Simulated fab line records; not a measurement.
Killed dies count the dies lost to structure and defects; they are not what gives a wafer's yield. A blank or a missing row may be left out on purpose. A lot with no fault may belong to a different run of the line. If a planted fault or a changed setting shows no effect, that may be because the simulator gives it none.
A struck lot beside a sound one -- flow gf180mcu -- 14 steps out of a route of 602
Sound: these wafers, L295.2, L295.3, L295.5. Wafers struck: L281.1, L281.3, L281.4. The cause is named last.
Per side, at each step with rows, come the tool, then ch with its chambers, and then its first start. Under that, the readings that differ: sound wafers -- struck wafers -- difference of the means -- sigmas: that difference in standard deviations of wafers without a fault.
alike: words and numbers the same on both sides, and readings whose means are apart by under 2 such deviations; not compared: readings that were withheld, readings missing a value for some wafer, numbers with overlapping values and no deviation given by the record, and bounds like >300 which may hide the same value.
The two part at a step that has a row with sigmas, a row that says differs or no value, or rows on one side only. Numbers that don't overlap but have no deviation are shown without sigmas and don't part them. Lack of a reading on every wafer of one side parts them only where that side has two or more wafers.

GF_V4_THK_MEAS_01:
  struck on film-metro-04, day 26 05:34; sound on film-metro-04, day 30 03:07
  alike: V4_CVD_00_THK
GF_V4_CVD_02: deposits SiO2 from TEOS, target thk 850 nm, time 94.851 s.
  sound on pecvd-02 ch 1,2, day 30 03:10; struck on pecvd-02 ch 0,1,2, day 26 05:38
  alike: heater-power-w
GF_V4_THK_MEAS_03:
  struck on film-metro-03, day 26 05:42; sound on film-metro-03, day 30 03:14
  alike: V4_CVD_02_THK
GF_V4_CMP_04: polishes SiO2.
  sound on cmp-01 ch 1,2,3, day 30 03:20; struck on cmp-01 ch 0,2,3, day 26 05:46
  alike: motor-current-A, time-to-endpoint-s
GF_V4_BOW_MEAS_05:
  struck on film-metro-04, day 26 06:04; sound on film-metro-03, day 30 03:37
  alike: V4_BOW
then, 7 steps without rows for these wafers: GF_V4_DEHYDRATE_06 (time 60 s); GF_V4_HMDS_07 (prime time 60 s); GF_V4_COAT_08; GF_V4_COAT_09 (resist thk 1000 nm); GF_V4_SOFTBAKE_10 (time 60 s); GF_V4_EXPOSE_11 (exposes mask Via4, target cd 260 nm); GF_V4_PEB_12 (peb time 90 s).
GF_V4_DEVELOP_13: develop time 60 s.
  sound on litho-track-04 ch 0, day 30 21:26; struck on litho-track-02, day 27 02:29
  no value came back on the struck wafers for chill-plate-temp-C (C), develop-time-s (s); on the sound wafers chill-plate-temp-C (C) reads 22.92 22.93 23.06
reading,sound,struck,difference,sigmas
model.KrF_of_V4_COAT_09.thk-nm (nm),984.6 986.8 983.9,1002 1002 1002,+17,
GF_V4_CD_MEAS_14: the cd target is 260 nm.
  struck on cd-sem-02, day 27 02:38; sound on cd-sem-02, day 30 21:35
reading,sound,struck,difference,sigmas
cd-nm (nm),259.4 260.0 260.5,- - -,no value on the struck wafers,

== WHERE THEY PART ==
At GF_V4_DEVELOP_13 first; at GF_V4_CD_MEAS_14 last (within this record only).

WHY: the cause the simulator had injected
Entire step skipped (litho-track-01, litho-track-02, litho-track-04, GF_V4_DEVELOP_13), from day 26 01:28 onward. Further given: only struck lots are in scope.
